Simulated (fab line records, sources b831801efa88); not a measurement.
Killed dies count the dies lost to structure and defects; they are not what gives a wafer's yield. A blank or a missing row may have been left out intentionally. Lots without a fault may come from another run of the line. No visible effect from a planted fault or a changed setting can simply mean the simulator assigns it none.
2 desks looking at one fault -- flow gf180mcu -- each desk holds nothing but its own numbers, with what lay behind them at the end

== TOOL OWNER'S DESK, pvd-sputter-01 ==
At GF_V4_SPUTTER_22 (material TiN, target thk 10 nm, time 40 s) the tool's own readings: per lot run on this tool, the mean of the sampled wafers that have a number. Marked OUT: a lot whose mean sits more than 4 standard deviations from the usual mean, which makes it out of limits; the brackets give that distance.
Columns: A = throttle-valve-pct at GF_V4_SPUTTER_22, usual 29.4 %
lot,first seen here,A
L330,day 24 09:40,30.7
L333,day 25 14:26,30.6
L336,day 26 13:43,29.8
This desk found nothing out of limits on any of the 3 lots.

== AT THE METROLOGY DESK ==
What the gauges read for every lot (on any tool): the sampled wafers with a number, averaged. Marked OUT: a lot whose mean sits more than 4 standard deviations from the usual mean, which makes it out of limits; the brackets give that distance.
Columns: A = cd-nm at GF_V4_CD_MEAS_14, usual 259.9 nm; B = V4_OVL at GF_V4_OVL_MEAS_15, usual 0 nm
lot,first seen here,A,B
L330,day 24 08:46,259.8,1
L333,day 25 13:34,259.4,2
L336,day 26 12:52,262.2,-9
L342,day 28 07:07,259.2,-3
L343,day 28 15:31,259.8,2
L347,day 29 14:18,260.0,-3
This desk found nothing out of limits on any of the 6 lots.

== BROUGHT TOGETHER ==
The tool owner's desk saw nothing out of limits.
At the metrology desk, nothing out of limits was observed.

== WHAT HAD BEEN PUT IN BY THE SIMULATOR ==
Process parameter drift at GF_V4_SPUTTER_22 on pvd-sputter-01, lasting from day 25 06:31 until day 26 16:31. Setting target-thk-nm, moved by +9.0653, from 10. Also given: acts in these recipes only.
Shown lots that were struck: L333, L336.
